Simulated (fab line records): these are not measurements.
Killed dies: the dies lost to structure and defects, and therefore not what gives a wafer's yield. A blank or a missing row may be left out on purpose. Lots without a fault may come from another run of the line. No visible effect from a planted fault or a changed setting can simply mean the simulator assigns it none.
Which of the tools did it? || flow gf180mcu || 14 lots with 39 wafers sampled at 5 steps, on a route of 602 steps

## WHAT THE GAUGES SHOWED, per wafer
GF_VT_IMPLANT_RS_MEAS_48: measures by four-point-probe.
{"lot": "L822", "measured": "day 7 12:44", "on": "film-metro-03", "LVPWELL_RS (ohm/sq)": "1197 1197 1198"}
{"lot": "L823", "measured": "day 7 20:05", "on": "film-metro-02", "LVPWELL_RS (ohm/sq)": "1199 1198 1195"}
{"lot": "L824", "measured": "day 8 04:41", "on": "film-metro-02", "LVPWELL_RS (ohm/sq)": "1192 1190 1195"}
{"lot": "L825", "measured": "day 8 13:47", "on": "film-metro-02", "LVPWELL_RS (ohm/sq)": "1198 1197 1198"}
{"lot": "L826", "measured": "day 8 17:54", "on": "film-metro-02", "LVPWELL_RS (ohm/sq)": "1197 1195 1196"}
{"lot": "L828", "measured": "day 9 06:37", "on": "film-metro-04", "LVPWELL_RS (ohm/sq)": "1198 1197 1195"}
{"lot": "L831", "measured": "day 10 03:20", "on": "film-metro-02", "LVPWELL_RS (ohm/sq)": "1192 1194 1195"}
{"lot": "L832", "measured": "day 10 10:57", "on": "film-metro-02", "LVPWELL_RS (ohm/sq)": "1199 1192 1199"}
{"lot": "L834", "measured": "day 10 21:56", "on": "film-metro-04", "LVPWELL_RS (ohm/sq)": "1201 1200 1200"}
{"lot": "L836", "measured": "day 11 17:20", "on": "film-metro-04", "LVPWELL_RS (ohm/sq)": "1194 1194 1198"}
{"lot": "L842", "measured": "day 13 05:55", "on": "film-metro-03", "LVPWELL_RS (ohm/sq)": "1212 1194"}
{"lot": "L843", "measured": "day 13 12:29", "on": "film-metro-04", "LVPWELL_RS (ohm/sq)": "1213 1196"}
{"lot": "L844", "measured": "day 13 17:17", "on": "film-metro-03", "LVPWELL_RS (ohm/sq)": "1211 1196"}
{"lot": "L845", "measured": "day 14 00:31", "on": "film-metro-03", "LVPWELL_RS (ohm/sq)": "1198 1196 1197"}

GF_CONTACT_THK_MEAS_01.
{"lot": "L822", "measured": "day 15 02:28", "on": "film-metro-02", "CONTACT_CVD_00_THK (nm)": "305 304 299"}
{"lot": "L823", "measured": "day 15 15:45", "on": "film-metro-04", "CONTACT_CVD_00_THK (nm)": "303 302 301"}
{"lot": "L824", "measured": "day 16 03:08", "on": "film-metro-03", "CONTACT_CVD_00_THK (nm)": "299 306 299"}
{"lot": "L825", "measured": "day 16 11:22", "on": "film-metro-03", "CONTACT_CVD_00_THK (nm)": "302 299 304"}
{"lot": "L826", "measured": "day 17 01:19", "on": "film-metro-04", "CONTACT_CVD_00_THK (nm)": "303 305 305"}
{"lot": "L828", "measured": "day 17 10:05", "on": "film-metro-02", "CONTACT_CVD_00_THK (nm)": "299 302 304"}
{"lot": "L831", "measured": "day 18 10:04", "on": "film-metro-03", "CONTACT_CVD_00_THK (nm)": "305 306 304"}
{"lot": "L832", "measured": "day 18 21:31", "on": "film-metro-03", "CONTACT_CVD_00_THK (nm)": "303 304 306"}
{"lot": "L834", "measured": "day 19 12:28", "on": "film-metro-04", "CONTACT_CVD_00_THK (nm)": "298 294 297"}
{"lot": "L836", "measured": "day 20 13:40", "on": "film-metro-02", "CONTACT_CVD_00_THK (nm)": "305 296 300"}
{"lot": "L842", "measured": "day 22 11:11", "on": "film-metro-04", "CONTACT_CVD_00_THK (nm)": "302 303"}
{"lot": "L843", "measured": "day 22 14:54", "on": "film-metro-04", "CONTACT_CVD_00_THK (nm)": "294 302"}
{"lot": "L844", "measured": "day 23 03:04", "on": "film-metro-04", "CONTACT_CVD_00_THK (nm)": "303 306"}
{"lot": "L845", "measured": "day 23 08:19", "on": "film-metro-04", "CONTACT_CVD_00_THK (nm)": "304 301 301"}

## WHICH TOOL RAN EACH LOT (tool, then ch and the chambers of the sampled wafers, then the start)
{"lot": "L822", "GF_LVPWELL_IMPLANT_08": "implanter-04 ch 0, day 3 20:23", "GF_POLY_GATE_ETCH_12": "rie-diel-02 ch 0,1,2, day 9 03:52", "GF_HV_LDD_STRIP_22": "plasma-asher-01 ch 0,1, day 10 18:45"}
{"lot": "L823", "GF_LVPWELL_IMPLANT_08": "implanter-01 ch 0, day 4 01:44", "GF_POLY_GATE_ETCH_12": "rie-diel-04 ch 0,2, day 9 14:31", "GF_HV_LDD_STRIP_22": "plasma-asher-03 ch 0,1, day 11 04:40"}
{"lot": "L824", "GF_LVPWELL_IMPLANT_08": "implanter-02 ch 0, day 4 08:22", "GF_POLY_GATE_ETCH_12": "rie-diel-03 ch 0,1,2, day 9 22:31", "GF_HV_LDD_STRIP_22": "plasma-asher-04 ch 0,1, day 11 13:43"}
{"lot": "L825", "GF_LVPWELL_IMPLANT_08": "implanter-02 ch 0, day 4 13:50", "GF_POLY_GATE_ETCH_12": "rie-diel-04 ch 0,1,3, day 10 06:37", "GF_HV_LDD_STRIP_22": "plasma-asher-03 ch 0,1, day 11 21:20"}
{"lot": "L826", "GF_LVPWELL_IMPLANT_08": "implanter-01 ch 0, day 4 19:54", "GF_POLY_GATE_ETCH_12": "rie-diel-03 ch 0,1,2, day 10 16:31", "GF_HV_LDD_STRIP_22": "plasma-asher-03 ch 0,1, day 12 08:38"}
{"lot": "L828", "GF_LVPWELL_IMPLANT_08": "implanter-04 ch 0, day 5 08:40", "GF_POLY_GATE_ETCH_12": "rie-diel-02 ch 0,1,2, day 11 00:08", "GF_HV_LDD_STRIP_22": "plasma-asher-01 ch 0,1, day 12 17:23"}
{"lot": "L831", "GF_LVPWELL_IMPLANT_08": "implanter-01 ch 0, day 5 23:22", "GF_POLY_GATE_ETCH_12": "rie-diel-04 ch 0,2,3, day 11 21:32", "GF_HV_LDD_STRIP_22": "plasma-asher-03 ch 0,1, day 13 14:49"}
{"lot": "L832", "GF_LVPWELL_IMPLANT_08": "implanter-01 ch 0, day 6 06:16", "GF_POLY_GATE_ETCH_12": "rie-diel-02 ch 0,1,3, day 12 05:49", "GF_HV_LDD_STRIP_22": "plasma-asher-04 ch 0, day 13 23:04"}
{"lot": "L834", "GF_LVPWELL_IMPLANT_08": "implanter-01 ch 0, day 6 16:44", "GF_POLY_GATE_ETCH_12": "rie-diel-02 ch 0,1,3, day 12 16:56", "GF_HV_LDD_STRIP_22": "plasma-asher-01 ch 0,1, day 14 12:11"}
{"lot": "L836", "GF_LVPWELL_IMPLANT_08": "implanter-01 ch 0, day 7 08:53", "GF_POLY_GATE_ETCH_12": "rie-diel-04 ch 0,2,3, day 13 14:13", "GF_HV_LDD_STRIP_22": "plasma-asher-04 ch 0,1, day 15 10:20"}
{"lot": "L842", "GF_LVPWELL_IMPLANT_08": "implanter-01 ch 0, day 8 15:02", "GF_POLY_GATE_ETCH_12": "rie-diel-03 ch 0,1, day 15 05:34", "GF_HV_LDD_STRIP_22": "plasma-asher-03 ch 1, day 17 04:55"}
{"lot": "L843", "GF_LVPWELL_IMPLANT_08": "implanter-01 ch 0, day 8 20:16", "GF_POLY_GATE_ETCH_12": "rie-diel-02 ch 0,1, day 15 11:39", "GF_HV_LDD_STRIP_22": "plasma-asher-03 ch 0,1, day 17 09:41"}
{"lot": "L844", "GF_LVPWELL_IMPLANT_08": "implanter-01 ch 0, day 9 00:32", "GF_POLY_GATE_ETCH_12": "rie-diel-03 ch 0,3, day 15 20:34", "GF_HV_LDD_STRIP_22": "plasma-asher-01 ch 1, day 17 20:47"}
{"lot": "L845", "GF_LVPWELL_IMPLANT_08": "implanter-04 ch 0, day 9 05:37", "GF_POLY_GATE_ETCH_12": "rie-diel-04 ch 0,2,3, day 16 03:02", "GF_HV_LDD_STRIP_22": "plasma-asher-01 ch 0,1, day 18 03:44"}
- GF_LVPWELL_IMPLANT_08
- GF_POLY_GATE_ETCH_12: etches BARC in N2/H2.
- GF_HV_LDD_STRIP_22: strips in O2/N2.

## AS READ BY THE TOOLS THEMSELVES (means over the sampled wafers that have a number; for cases with no such wafer, the mark the record gives instead)
GF_LVPWELL_IMPLANT_08.
{"lot": "L822", "tool": "implanter-04", "beam-on-s (s)": 9.89}
{"lot": "L823", "tool": "implanter-01", "beam-on-s (s)": 10.14}
{"lot": "L824", "tool": "implanter-02", "beam-on-s (s)": 9.90}
{"lot": "L825", "tool": "implanter-02", "beam-on-s (s)": 10.02}
{"lot": "L826", "tool": "implanter-01", "beam-on-s (s)": 10.28}
{"lot": "L828", "tool": "implanter-04", "beam-on-s (s)": 9.79}
{"lot": "L831", "tool": "implanter-01", "beam-on-s (s)": 10.15}
{"lot": "L832", "tool": "implanter-01", "beam-on-s (s)": 9.85}
{"lot": "L834", "tool": "implanter-01", "beam-on-s (s)": 9.89}
{"lot": "L836", "tool": "implanter-01", "beam-on-s (s)": 9.97}
{"lot": "L842", "tool": "implanter-01", "beam-on-s (s)": 9.97}
{"lot": "L843", "tool": "implanter-01", "beam-on-s (s)": 10.12}
{"lot": "L844", "tool": "implanter-01", "beam-on-s (s)": 9.80}
{"lot": "L845", "tool": "implanter-04", "beam-on-s (s)": 9.97}

GF_POLY_GATE_ETCH_12.
{"lot": "L822", "tool": "rie-diel-02", "drypump-motor-current-A (A)": 5.6, "oes-product-au (a.u.)": 0.734, "throttle-valve-pct (%)": 13.223}
{"lot": "L823", "tool": "rie-diel-04", "drypump-motor-current-A (A)": 5.9, "oes-product-au (a.u.)": 0.737, "throttle-valve-pct (%)": 13.223}
{"lot": "L824", "tool": "rie-diel-03", "drypump-motor-current-A (A)": 5.7, "oes-product-au (a.u.)": 0.734, "throttle-valve-pct (%)": 13.218}
{"lot": "L825", "tool": "rie-diel-04", "drypump-motor-current-A (A)": 5.6, "oes-product-au (a.u.)": 0.735, "throttle-valve-pct (%)": 13.220}
{"lot": "L826", "tool": "rie-diel-03", "drypump-motor-current-A (A)": 5.7, "oes-product-au (a.u.)": 0.733, "throttle-valve-pct (%)": 13.213}
{"lot": "L828", "tool": "rie-diel-02", "drypump-motor-current-A (A)": 5.6, "oes-product-au (a.u.)": 0.739, "throttle-valve-pct (%)": 13.216}
{"lot": "L831", "tool": "rie-diel-04", "drypump-motor-current-A (A)": 5.9, "oes-product-au (a.u.)": 0.732, "throttle-valve-pct (%)": 13.216}
{"lot": "L832", "tool": "rie-diel-02", "drypump-motor-current-A (A)": 5.3, "oes-product-au (a.u.)": 0.736, "throttle-valve-pct (%)": 13.215}
{"lot": "L834", "tool": "rie-diel-02", "drypump-motor-current-A (A)": 5.3, "oes-product-au (a.u.)": 0.735, "throttle-valve-pct (%)": 13.217}
{"lot": "L836", "tool": "rie-diel-04", "drypump-motor-current-A (A)": 5.9, "oes-product-au (a.u.)": 0.734, "throttle-valve-pct (%)": 13.217}
{"lot": "L842", "tool": "rie-diel-03", "drypump-motor-current-A (A)": 5.6, "oes-product-au (a.u.)": 0.740, "throttle-valve-pct (%)": 13.216}
{"lot": "L843", "tool": "rie-diel-02", "drypump-motor-current-A (A)": 5.4, "oes-product-au (a.u.)": 0.736, "throttle-valve-pct (%)": 13.214}
{"lot": "L844", "tool": "rie-diel-03", "drypump-motor-current-A (A)": 5.7, "oes-product-au (a.u.)": 0.737, "throttle-valve-pct (%)": 13.205}
{"lot": "L845", "tool": "rie-diel-04", "drypump-motor-current-A (A)": 5.9, "oes-product-au (a.u.)": 0.741, "throttle-valve-pct (%)": 13.205}

GF_HV_LDD_STRIP_22.
{"lot": "L822", "tool": "plasma-asher-01", "drypump-motor-current-A (A)": 5.3, "heater-power-w (W)": 335, "oes-product-au (a.u.)": 0.720, "strip-time-to-endpoint-s (s)": 12.61}
{"lot": "L823", "tool": "plasma-asher-03", "drypump-motor-current-A (A)": 6.2, "heater-power-w (W)": 338, "oes-product-au (a.u.)": 0.713, "strip-time-to-endpoint-s (s)": 12.61}
{"lot": "L824", "tool": "plasma-asher-04", "drypump-motor-current-A (A)": 5.4, "heater-power-w (W)": 330, "oes-product-au (a.u.)": 0.714, "strip-time-to-endpoint-s (s)": 12.66}
{"lot": "L825", "tool": "plasma-asher-03", "drypump-motor-current-A (A)": 6.2, "heater-power-w (W)": 333, "oes-product-au (a.u.)": 0.723, "strip-time-to-endpoint-s (s)": 12.60}
{"lot": "L826", "tool": "plasma-asher-03", "drypump-motor-current-A (A)": 5.9, "heater-power-w (W)": 339, "oes-product-au (a.u.)": 0.713, "strip-time-to-endpoint-s (s)": 12.60}
{"lot": "L828", "tool": "plasma-asher-01", "drypump-motor-current-A (A)": 5.3, "heater-power-w (W)": 334, "oes-product-au (a.u.)": 0.715, "strip-time-to-endpoint-s (s)": 12.64}
{"lot": "L831", "tool": "plasma-asher-03", "drypump-motor-current-A (A)": 6.2, "heater-power-w (W)": 334, "oes-product-au (a.u.)": 0.711, "strip-time-to-endpoint-s (s)": 12.62}
{"lot": "L832", "tool": "plasma-asher-04", "drypump-motor-current-A (A)": 5.7, "heater-power-w (W)": 331, "oes-product-au (a.u.)": 0.721, "strip-time-to-endpoint-s (s)": 12.61}
{"lot": "L834", "tool": "plasma-asher-01", "drypump-motor-current-A (A)": 5.3, "heater-power-w (W)": 317, "oes-product-au (a.u.)": 0.717, "strip-time-to-endpoint-s (s)": 12.57}
{"lot": "L836", "tool": "plasma-asher-04", "drypump-motor-current-A (A)": 5.4, "heater-power-w (W)": 326, "oes-product-au (a.u.)": 0.716, "strip-time-to-endpoint-s (s)": 12.62}
{"lot": "L842", "tool": "plasma-asher-03", "drypump-motor-current-A (A)": 6.6, "heater-power-w (W)": 332, "oes-product-au (a.u.)": 0.714, "strip-time-to-endpoint-s (s)": 12.64}
{"lot": "L843", "tool": "plasma-asher-03", "drypump-motor-current-A (A)": 6.0, "heater-power-w (W)": 330, "oes-product-au (a.u.)": 0.716, "strip-time-to-endpoint-s (s)": 12.64}
{"lot": "L844", "tool": "plasma-asher-01", "drypump-motor-current-A (A)": 5.3, "heater-power-w (W)": 340, "oes-product-au (a.u.)": 0.712, "strip-time-to-endpoint-s (s)": 12.61}
{"lot": "L845", "tool": "plasma-asher-01", "drypump-motor-current-A (A)": 5.3, "heater-power-w (W)": 337, "oes-product-au (a.u.)": 0.715, "strip-time-to-endpoint-s (s)": 12.62}

## THE ANSWER, worked out from the rows above alone
Rule: the usual values come from the lots themselves. Put in order of their means at a reading, lots are off if they are a third of the lots or fewer, leave a main group of 4 or more, and stand apart from it by a gap of 3 or more times the standard deviation of the main group's means; of several such gaps the widest counts. The tables above print the reading to a certain number of digits; a main group whose means all agree to those digits is not used. Also off: a lot with no number at a reading for which 4 or more lots have one. The other lots that the step has rows for count as sound. First the gauges in route order, then the tools' own readings, where a lot's mean is used as printed above. At the first step where some lot is off, the reading lying furthest off is the one used; lots without a number count as furthest.
Nothing can be told from this: no lot is off at any reading shown.

## WHAT HAD BEEN PUT IN BY THE SIMULATOR
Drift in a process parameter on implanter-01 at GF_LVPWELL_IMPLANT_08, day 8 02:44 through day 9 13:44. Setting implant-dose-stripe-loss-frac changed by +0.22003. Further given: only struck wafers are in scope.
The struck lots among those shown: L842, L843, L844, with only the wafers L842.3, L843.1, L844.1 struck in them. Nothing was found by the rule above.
